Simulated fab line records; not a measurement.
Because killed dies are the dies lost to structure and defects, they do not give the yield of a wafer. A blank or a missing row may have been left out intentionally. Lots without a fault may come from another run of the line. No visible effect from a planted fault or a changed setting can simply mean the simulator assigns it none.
Struck lot and sound lot, side by side / flow sky130 / 37 steps out of a route of 708
Sound: wafers L241.2, L241.3, L241.5. Wafers struck: L233.1, L233.3, L233.5. The cause is named last.
For every step that has rows: the tool of each side, followed by ch and its chambers, followed by its first start. Under that, the readings that differ: sound wafers / struck wafers / difference of the means / sigmas: that difference in standard deviations of wafers without a fault.
alike: words and numbers the same on both sides, and readings whose means are apart by under 2 such deviations; not compared: readings that were withheld, readings missing a value for some wafer, numbers with overlapping values and no deviation given by the record, and bounds like >300 which may hide the same value.
A row with sigmas, a row that says differs or no value, or rows on one side alone: a step with any of these is where the two part. Non-overlapping numbers with no deviation appear without sigmas and do not part them. A reading missing from all wafers of one side parts the sides only when that side holds two or more wafers.

first, 4 steps without rows for these wafers: SKY_METAL5_SOFTBAKE_10 (time 60 s); SKY_METAL5_EXPOSE_11 (exposes mask MM5, target cd 1600 nm); SKY_METAL5_PEB_12; SKY_METAL5_DEVELOP_13 (develop time 60 s).
SKY_METAL5_DESCUM_14: chemistry O2, time 11 s.
  sound on rie_metal-04 ch 0,1, day 48 00:35; struck on rie_metal-04 ch 0,1, day 45 21:20
  alike: drypump_motor_current_A, oes_product_au
  not compared: rf_hours_counter_h
SKY_METAL5_METAL_ETCH_15: etches the open film in Cl2/BCl3, stops on SiO2, target depth 1260 nm, time 252 s.
  sound on rie_metal-04 ch 0,1, day 48 00:38; struck on rie_metal-04 ch 0,1, day 45 21:23
  alike: bcl3_flow_sccm, drypump_motor_current_A, oes_product_au, throttle_valve_pct
  not compared: rf_hours_counter_h
then, 4 steps without rows for these wafers: SKY_METAL5_STRIP_16 (strips in O2/N2); SKY_METAL5_STRIP_17 (strips in post etch residue remover, time 1200 s); SKY_METAL5_CLEAN_18 (cleans in IPA, time 180 s); SKY_METAL5_CLEAN_19 (cleans in O3/DIW).
SKY_PASSIVATION_CVD_00: deposits SiO2, target thk 90 nm.
  sound on pecvd-01 ch 1,2, day 48 01:27; struck on pecvd-03 ch 1, day 45 22:14
  alike: heater_power_outer_w, heater_power_w
SKY_PASSIVATION_THK_MEAS_01:
  sound on film_metro-02, day 48 01:29; struck on film_metro-02, day 45 22:16
reading=PASSIVATION_CVD_00_THK (nm); sound=86.6 88.5 89.7; struck=90.1 91.3 91.3; difference=+2.6; sigmas=+2
SKY_PASSIVATION_CVD_02: deposits Si3N4, target thk 540 nm.
  sound on pecvd-02 ch 0,2, day 48 01:32; struck on pecvd-02 ch 1,2, day 45 22:20
  no value came back on the struck wafers for heater_power_outer_w (W), heater_power_w (W); on the sound wafers heater_power_outer_w (W) reads 365 510 524
then, 7 steps without rows for these wafers: SKY_PASSIVATION_DEHYDRATE_04 (time 60 s); SKY_PASSIVATION_HMDS_05 (prime time 60 s); SKY_PASSIVATION_COAT_06 (resist thk 3000 nm); SKY_PASSIVATION_SOFTBAKE_07; SKY_PASSIVATION_EXPOSE_08 (exposes mask NSM, target cd 3000 nm); SKY_PASSIVATION_PEB_09; SKY_PASSIVATION_DEVELOP_10 (develop time 60 s).
SKY_PASSIVATION_ETCH_11: etches the open film in CF4/O2, stops on AlCu, target depth 725 nm, time 161.1 s.
  sound on rie_diel-01 ch 0,1, day 48 20:19; struck on rie_diel-04 ch 0,1,3, day 46 18:47
reading=model.etch.depth_nm (nm); sound=691 695.9 704.1; struck=725 725 725; difference=+28; sigmas=
reading=model.PASSIVATION.feature_depth_nm (nm); sound=691 695.9 704.1; struck=725 725 725; difference=+28; sigmas=
  alike: drypump_motor_current_A, oes_product_au, throttle_valve_pct
  not compared: rf_hours_counter_h
SKY_PASSIVATION_STRIP_12: strips in O2/N2.
  sound on plasma_asher-03 ch 0,1, day 48 20:25; struck on plasma_asher-04 ch 0,1, day 46 18:54
  alike: drypump_motor_current_A, oes_product_au, strip_time_to_endpoint_s
  not compared: rf_hours_counter_h
then, 7 steps without rows for these wafers: SKY_PAD_OPEN_DEHYDRATE_00 (time 60 s); SKY_PAD_OPEN_HMDS_01 (prime time 60 s); SKY_PAD_OPEN_COAT_02 (resist thk 3000 nm); SKY_PAD_OPEN_SOFTBAKE_03; SKY_PAD_OPEN_EXPOSE_04 (exposes mask PDM, target cd 60000 nm); SKY_PAD_OPEN_PEB_05; SKY_PAD_OPEN_DEVELOP_06 (develop time 60 s).
SKY_PAD_OPEN_ETCH_07: etches the open film in CF4/O2, stops on AlCu, target depth 725 nm, time 161.1 s.
  sound on rie_diel-04 ch 0,2,3, day 49 14:25; struck on rie_diel-02 ch 2,3, day 47 14:19
reading=drypump_motor_current_A (A); sound=6.4 5.8 6.2; struck=5.2 5.1 5.1; difference=-1.0; sigmas=-2
reading=oes_product_au (a.u.); sound=0.963 0.975 0.978; struck=0.991 0.988 0.992; difference=+0.018; sigmas=+3
reading=model.etch.depth_nm (nm); sound=691 695.9 704.1; struck=725 725 725; difference=+28; sigmas=
reading=model.PAD_OPEN.feature_depth_nm (nm); sound=691 695.9 704.1; struck=725 725 725; difference=+28; sigmas=
  alike: throttle_valve_pct
  not compared: rf_hours_counter_h
SKY_PAD_OPEN_STRIP_08: strips in O2/N2.
  sound on plasma_asher-03 ch 0,1, day 49 14:31; struck on plasma_asher-02 ch 0,1, day 47 14:25
  alike: drypump_motor_current_A, oes_product_au, strip_time_to_endpoint_s
  not compared: rf_hours_counter_h
then, 4 steps without rows for these wafers: SKY_PAD_OPEN_STRIP_09 (strips in post etch residue remover, time 1200 s); SKY_PAD_OPEN_CLEAN_10 (cleans in IPA, time 180 s); SKY_PAD_OPEN_CLEAN_11 (cleans in O3/DIW); SKY_PAD_OPEN_ANNEAL_12.
SKY_PAD_OPEN_BOW_MEAS_13:
  sound on film_metro-03, day 49 17:10; struck on film_metro-03, day 47 16:33
reading=PAD_OPEN_BOW (um); sound=54 42 38; struck=19 27 35; difference=-18; sigmas=-2
SKY_PAD_OPEN_PROBE_99:
  only the struck wafers here have rows in the record (prober-01, day 47 16:40); the sound ones have none

## WHERE THEY PART
Last at SKY_PAD_OPEN_PROBE_99 as far as this record goes, first at SKY_PASSIVATION_THK_MEAS_01.

WHY: what the simulator had put in
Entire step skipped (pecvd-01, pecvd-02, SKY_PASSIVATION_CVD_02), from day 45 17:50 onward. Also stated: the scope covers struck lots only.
